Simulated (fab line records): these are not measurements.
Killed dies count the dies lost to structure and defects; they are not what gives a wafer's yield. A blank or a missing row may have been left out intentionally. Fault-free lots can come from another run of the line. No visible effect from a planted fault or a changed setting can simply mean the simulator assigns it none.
Matching of chambers + flow sky130 + SKY_PASSIVATION_CVD_00 on pecvd-01: 3 sister chambers
The step deposits SiO2, target thk 90 nm. 3 wafers are shown with their chamber, then 7 later ones without.

WAFERS, EACH WITH ITS CHAMBER
| wafer  | chamber | heater power w (W) |
|--------|---------|--------------------|
| L089.2 | 2       | 635                |
| L089.4 | 1       | 653                |
| L092.4 | 0       | 835                |

WAFERS WITHOUT THEIR CHAMBER
| wafer  | heater power w (W) |
|--------|--------------------|
| L092.5 | 662                |
| L094.2 | 701                |
| L094.3 | 708                |
| L094.6 | 695                |
| L096.2 | 867                |
| L096.3 | 741                |
| L096.5 | 743                |

WHICH CHAMBER EACH WENT THROUGH
| wafer  | from the rows above          | in truth |
|--------|------------------------------|----------|
| L092.5 | can't be placed: 1 or 2      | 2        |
| L094.2 | can't be placed: 1 or 2 or 0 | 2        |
| L094.3 | can't be placed: 1 or 2 or 0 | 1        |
| L094.6 | can't be placed: 1 or 2 or 0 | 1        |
| L096.2 | 0                            | 0        |
| L096.3 | can't be placed: 1 or 0 or 2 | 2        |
| L096.5 | can't be placed: 1 or 0 or 2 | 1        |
Correct placement for 1 of the 7. From these rows, 6 cannot be placed; in 6 the true chamber is one of the candidates. Number placed wrongly: 0.
How it was worked out, from the rows above alone: a wafer's distance from a chamber is the root of the sum, over the readings, of the square of ((its reading less the chamber's mean) divided by the reading's scatter). The wafer belongs to the nearest chamber; if the next one is less than 2 further off, it can't be placed. The mean given for a chamber averages the wafers shown for that chamber. The scatter: root of mean squared gap, hidden wafer to nearest shown wafer, with one shown wafer a chamber.
